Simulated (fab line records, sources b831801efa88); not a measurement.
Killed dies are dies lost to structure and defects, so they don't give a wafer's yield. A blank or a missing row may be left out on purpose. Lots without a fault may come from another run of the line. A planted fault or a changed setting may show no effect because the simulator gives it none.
Chamber matching | flow gf180mcu | GF_CONTACT_CMP_04 on cmp-02: 4 sister chambers
The step polishes SiO2. 20 wafers are shown with their chamber, then 10 later ones without.

WAFERS WITH THEIR CHAMBER
wafer  | chamber | motor_current_A (A) | time_to_endpoint_s (s)
L610.3 | 3       | 13.8                | 107
L610.4 | 1       | 13.5                | 119
L610.6 | 2       | 10.9                | 113
L611.4 | 3       | 13.3                | 102
L611.5 | 0       | 12.7                | 116
L611.6 | 1       | 13.5                | 114
L612.2 | 3       | 13.4                | 106
L612.4 | 1       | 13.4                | 113
L612.6 | 2       | 11.1                | 114
L613.2 | 3       | 13.8                | 110
L613.4 | 0       | 11.8                | 122
L613.6 | 1       | 12.8                | 125
L618.3 | 3       | 13.5                | 104
L618.4 | 0       | 12.0                | 119
L618.5 | 1       | 13.4                | 115
L619.2 | 0       | 12.2                | 119
L619.5 | 2       | 11.2                | 110
L619.6 | 1       | 13.5                | 119
L621.1 | 2       | 11.1                | 104
L621.2 | 3       | 13.8                | 104

SIGNATURES (means of the wafers above)
reading            | chamber 0 | chamber 1 | chamber 2 | chamber 3 | scatter within a chamber
motor_current_A    | 12.175    | 13.350    | 11.075    | 13.600    | 0.266
time_to_endpoint_s | 119.00    | 117.50    | 110.25    | 105.50    | 3.69
Rule: a wafer's distance from a chamber is the root of the sum, over the readings, of the square of ((its reading less the chamber's mean) divided by the reading's scatter). The wafer belongs to the nearest chamber; if the next one is less than 2 further off, it can't be placed. The scatter: the root of (the sum of the squares of (reading less its chamber's mean) over the shown wafers, divided by (wafers less chambers)).

WAFERS WITHOUT THEIR CHAMBER
wafer  | motor_current_A (A) | time_to_endpoint_s (s)
L621.6 | 11.9                | 115
L622.2 | 13.5                | 110
L622.3 | 11.5                | 104
L622.5 | 13.8                | 120
L623.2 | 13.8                | 116
L623.4 | 12.9                | 119
L623.6 | 12.4                | 121
L633.1 | 12.4                | 110
L633.2 | 11.2                | 104
L633.6 | 10.5                | 105

WHICH CHAMBER EACH WENT THROUGH
wafer  | from the rows above     | in truth
L621.6 | can't be placed: 0 or 2 | 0
L622.2 | can't be placed: 3 or 1 | 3
L622.3 | 2                       | 2
L622.5 | 1                       | 1
L623.2 | can't be placed: 1 or 3 | 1
L623.4 | can't be placed: 1 or 0 | 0
L623.6 | 0                       | 0
L633.1 | can't be placed: 0 or 1 | 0
L633.2 | 2                       | 2
L633.6 | 2                       | 2
Placed correctly: 5 of 10. Can't be placed from these rows: 5 (the true chamber is among the candidates in 5). Placed wrongly: 0.
